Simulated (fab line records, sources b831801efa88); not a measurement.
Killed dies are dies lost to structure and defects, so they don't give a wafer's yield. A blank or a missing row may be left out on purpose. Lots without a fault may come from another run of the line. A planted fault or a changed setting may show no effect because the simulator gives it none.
Problem report in the 8D (eight disciplines) form, filled by code | flow sky130 | the parts of the form that need people (team, actions taken, sign-off) are left out

1. THE PROBLEM
CAPM_TIN_RS at SKY_CAPM_RS_MEAS_03 reads a mean of 4.89 ohm/sq on 2 wafers of 2 lots; wafers without a fault read 6.96 ohm/sq with a standard deviation of 0.078. That is -26 standard deviations from the usual mean.
The step: measures by four-point-probe.
First seen on wafer L387.5, day 40 14:34, on film_metro-02. The record holds 30 wafers of 10 lots with a number at this step. Rule for "out", or "out of limits": more than 4 standard deviations from the usual mean. The other wafers with a number count as sound.

2. WHAT IT IS AND WHAT IT IS NOT
question                    | is                           | is not
which readings at this step | CAPM_TIN_RS                  | -
which lots                  | L387, L388                   | L374, L375, L377, L382, L386, L390, L391, L396
which wafers of those lots  | L387.5, L388.1               | L387.1, L387.3, L388.3, L388.6
read on which gauges        | film_metro-02, film_metro-04 | film_metro-03
when                        | from day 40 14:34            | up to then (17 sound wafers); but 11 sound wafers of L388, L390, L391, L396 came after

3. SUSPECTS, AND WHAT RULES EACH OUT
Counting: a tool at a process step up to the reading stays a suspect if it ran every lot that is out. Sound lots after the first of them don't rule it out here, since some wafers of a struck lot are sound.
- the gauge at SKY_CAPM_RS_MEAS_03: ruled out. The wafers that are out were read on 2 gauges (film_metro-02, film_metro-04).
- rie_metal-01 at SKY_METAL2_METAL_ETCH_19 (etches the open film in Cl2/BCl3, stops on SiO2, target depth 360 nm, time 78 s): kept. It ran every lot that is out, first L387 (day 39 11:07); its last sound lot up to then is L382 (day 37 14:51).
- pvd_sputter-03 at SKY_METAL3_SPUTTER_03 (material Ti, target thk 5 nm, time 3.3 s): kept. It ran every lot that is out, first L387 (day 40 14:19); its last sound lot up to then is L386 (day 40 08:47).
- pvd_sputter-04 at SKY_CAPM_SPUTTER_02 (material TiN, target thk 200 nm, time 166.7 s): kept. It ran every lot that is out, first L387 (day 40 14:28); its last sound lot up to then is L386 (day 40 08:56). Its own readings are out on those wafers: cathode_dc_power_W.
Left after counting: rie_metal-01 at SKY_METAL2_METAL_ETCH_19, pvd_sputter-03 at SKY_METAL3_SPUTTER_03, pvd_sputter-04 at SKY_CAPM_SPUTTER_02.

4. THE CAUSE (what the simulator had put in)
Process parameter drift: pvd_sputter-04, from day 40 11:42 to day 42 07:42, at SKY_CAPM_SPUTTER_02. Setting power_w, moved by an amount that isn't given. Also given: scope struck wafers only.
Counting left 3 suspects, and this tool is among them.

5. THE CHAIN OF EFFECTS, in route order
Each row: a reading whose mean over the struck wafers that have a number lies more than 3 standard deviations from the usual. Only readings for which the record gives a usual standard deviation are gone through. hours: the time from each lot's start at the first step in this table that gives one to its start at this step, as a median over the lots. sigmas: the change in usual standard deviations.
hours | step                   | reading            | usual       | on struck wafers | change  | sigmas
0     | SKY_CAPM_SPUTTER_02    | cathode_dc_power_W | 6499.9 W    | 9172.3           | +2672.4 | +99 or more
0     | SKY_CAPM_RS_MEAS_03    | CAPM_TIN_RS        | 6.96 ohm/sq | 4.89             | -2.07   | -26
4     | SKY_CAPM_THK_MEAS_04   | CAPM_TIN_THK       | 193.1 nm    | 273.6            | +80.5   | +32
24    | SKY_CAPM_METAL_ETCH_13 | oes_product_au     | 0.938 a.u.  | 0.994            | +0.056  | +7.7
24    | SKY_CAPM_METAL_ETCH_13 | throttle_valve_pct | 21.905 %    | 21.864           | -0.041  | -4.3
The process steps in it:
- SKY_CAPM_SPUTTER_02: material TiN, target thk 200 nm, time 166.7 s.
- SKY_CAPM_METAL_ETCH_13: etches TiN in Cl2/BCl3, stops on SiO2, target depth 220 nm, time 62.9 s.

6. WHAT WOULD HAVE CAUGHT IT SOONER
In this record the first reading out of limits at a measuring or inspecting step was taken at day 40 14:34, 3 hours after the fault began at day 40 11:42.
The tool's own readings at SKY_CAPM_SPUTTER_02 were out on every struck wafer that the step has a row for (cathode_dc_power_W): an alarm limit on them would have fired on the first of those.
Of the lots that are out (2), L388 began SKY_CAPM_SPUTTER_02 on pvd_sputter-04 after day 40 14:34. A hold on the tool at that time would have spared it.
